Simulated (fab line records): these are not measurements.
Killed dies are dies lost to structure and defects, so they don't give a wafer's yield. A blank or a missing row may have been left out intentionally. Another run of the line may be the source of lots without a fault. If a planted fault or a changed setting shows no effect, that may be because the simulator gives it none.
Which tool did it?	flow gf180mcu	Sampling: 12 lots, 36 wafers, 4 of 602 route steps

## WHAT THE GAUGES READ, wafer by wafer
GF_CONTACT_THK_MEAS_01. Usual: CONTACT_CVD_00_THK gives 299 nm (standard deviation 3.3).
lot	measured	on	CONTACT_CVD_00_THK (nm)	flag
L885	day 14 23:07	film-metro-01	297 299 297	
L887	day 15 21:11	film-metro-04	303 303 304	
L888	day 16 05:16	film-metro-01	301 298 296	
L892	day 17 16:43	film-metro-01	298 296 294	
L900	day 20 18:00	film-metro-04	296 305 302	
L902	day 21 12:13	film-metro-01	298 298 295	
L903	day 21 17:25	film-metro-01	302 299 294	
L904	day 22 03:26	film-metro-02	300 302 304	
L905	day 22 10:26	film-metro-02	297 298 301	
L906	day 22 15:58	film-metro-01	296 306 297	

GF_CONTACT_CD_MEAS_14: the cd target is 220 nm. Usual: 220.4 nm for cd-nm, sd 1.8.
lot	measured	on	cd-nm (nm)	flag
L885	day 15 21:25	cd-sem-02	220.3 219.6 220.8	
L887	day 16 19:56	cd-sem-02	223.1 223.1 222.7	
L888	day 17 04:09	cd-sem-02	219.5 217.8 219.0	
L892	day 18 16:17	cd-sem-02	224.0 222.6 223.0	
L900	day 21 18:00	cd-sem-01	221.4 220.3 219.8	
L902	day 22 12:32	cd-sem-02	217.4 217.5 218.4	
L903	day 22 17:20	cd-sem-02	217.0 217.8 218.6	
L904	day 23 03:23	cd-sem-01	219.8 220.3 220.4	
L905	day 23 09:34	cd-sem-01	218.7 220.4 220.0	
L906	day 23 15:37	cd-sem-02	223.1 223.3 222.8	

## WHICH TOOL RAN EACH LOT (tool, then ch and the chambers of the sampled wafers, then the start)
lot	GF_POLY_GATE_ETCH_13	GF_POLY_GATE_STRIP_14
L885	rie-si-01 ch 0,1,3, day 9 01:49	plasma-asher-02 ch 0,1, day 9 01:53
L887	rie-si-02 ch 0,2, day 9 18:25	plasma-asher-03 ch 0,1, day 9 18:28
L888	rie-si-02 ch 0,2,3, day 9 23:57	plasma-asher-04 ch 0,1, day 10 00:01
L892	rie-si-02 ch 0,3, day 11 07:43	plasma-asher-02 ch 0,1, day 11 07:47
L895	rie-si-01 ch 1,2, day 12 03:41	plasma-asher-03 ch 0, day 12 03:44
L896	rie-si-01 ch 0,1,2, day 12 10:13	plasma-asher-02 ch 0, day 12 10:17
L900	rie-si-01 ch 0,3, day 13 18:55	plasma-asher-02 ch 0, day 13 18:59
L902	rie-si-01 ch 0,1,3, day 14 10:03	plasma-asher-03 ch 0, day 14 10:07
L903	rie-si-02 ch 2,3, day 14 13:48	plasma-asher-02 ch 0,1, day 14 13:53
L904	rie-si-01 ch 0,2,3, day 14 23:43	plasma-asher-03 ch 0,1, day 14 23:47
L905	rie-si-01 ch 0,1,3, day 15 05:30	plasma-asher-02 ch 0,1, day 15 05:34
L906	rie-si-01 ch 0,1,3, day 15 11:51	plasma-asher-04 ch 0,1, day 15 11:55
- GF_POLY_GATE_ETCH_13: etches poly-Si in HBr/Cl2, stops on SiO2, target depth 198.5 nm, time 69.6 s.
- GF_POLY_GATE_STRIP_14: strips in O2/N2.

## WHAT THE TOOLS THEMSELVES READ (means of the sampled wafers that have a number; where no wafer has one, the mark that the record gives instead)
GF_POLY_GATE_ETCH_13. Usual: HBr_flow_sccm 150.0 sccm, standard deviation 0.38; bias-w 100.02 W, standard deviation 0.29; drypump-motor-current-A 5.73 A, standard deviation 0.26; he-backside-leak-sccm 2.61 sccm, standard deviation 0.27; oes-product-au 0.990 a.u., standard deviation 0.0095; throttle-valve-pct 33.684 %, standard deviation 0.0092.
lot	tool	HBr_flow_sccm (sccm)	bias-w (W)	drypump-motor-current-A (A)	he-backside-leak-sccm (sccm)	oes-product-au (a.u.)	throttle-valve-pct (%)	flag
L885	rie-si-01	150.0	100.22	5.55	2.59	0.993	33.678	
L887	rie-si-02	149.6	100.47	5.78	2.62	0.984	33.692	
L888	rie-si-02	149.7	99.92	5.88	2.58	0.989	33.689	
L892	rie-si-02	149.8	99.81	6.06	2.76	0.986	33.675	
L895	rie-si-01	-	-	-	-	-	-	OFF
L896	rie-si-01	-	-	-	-	-	-	OFF
L900	rie-si-01	149.9	100.03	5.36	2.83	0.988	33.685	
L902	rie-si-01	149.8	100.19	5.56	2.64	0.989	33.679	
L903	rie-si-02	149.7	99.85	5.80	3.27	0.984	33.684	
L904	rie-si-01	149.6	100.25	5.63	2.60	1.006	33.680	
L905	rie-si-01	150.1	100.27	5.54	2.60	0.993	33.687	
L906	rie-si-01	149.5	100.01	5.53	2.69	1.000	33.680	

GF_POLY_GATE_STRIP_14. Usual: drypump-motor-current-A 5.8 A, standard deviation 0.47; heater-power-w 335 W, standard deviation 38; o2-flow-sccm 2999 sccm, standard deviation 8.5; oes-product-au 0.505 a.u., standard deviation 0.0046.
lot	tool	drypump-motor-current-A (A)	heater-power-w (W)	o2-flow-sccm (sccm)	oes-product-au (a.u.)	flag
L885	plasma-asher-02	5.9	325	2996	0.503	
L887	plasma-asher-03	5.6	355	2996	0.507	
L888	plasma-asher-04	6.0	322	3005	0.503	
L892	plasma-asher-02	6.0	302	2999	0.505	
L895	plasma-asher-03	5.3	337	3003	0.542	OFF
L896	plasma-asher-02	6.0	289	3011	0.546	OFF
L900	plasma-asher-02	6.0	288	2981	0.504	
L902	plasma-asher-03	5.3	341	2994	0.507	
L903	plasma-asher-02	6.0	304	2998	0.501	
L904	plasma-asher-03	5.6	355	3006	0.509	
L905	plasma-asher-02	6.0	299	2997	0.503	
L906	plasma-asher-04	6.0	320	3001	0.506	

## THE ANSWER, worked out from the rows above alone
Rule: lot off if the mean of its wafers having a number is beyond 3 standard deviations from the usual mean. A lot without any number at a reading at which 4 lots or more have one is off too. All remaining lots with rows at the step are treated as sound. The gauges are gone through in route order, then the tools' own readings, and for those a lot's mean is taken as printed above. At the first step where some lot is off, the reading lying furthest off is the one used; lots without a number count as furthest.
Off: L895, L896, at GF_POLY_GATE_ETCH_13 (HBr_flow_sccm). Without a number there: L895, L896.
If a tool, at that step or one of the process steps before it, ran each lot that is off and ran no sound lot following the first of them, it fits. Not one of the candidates tried fits.

## WHAT THE SIMULATOR HAD PUT IN
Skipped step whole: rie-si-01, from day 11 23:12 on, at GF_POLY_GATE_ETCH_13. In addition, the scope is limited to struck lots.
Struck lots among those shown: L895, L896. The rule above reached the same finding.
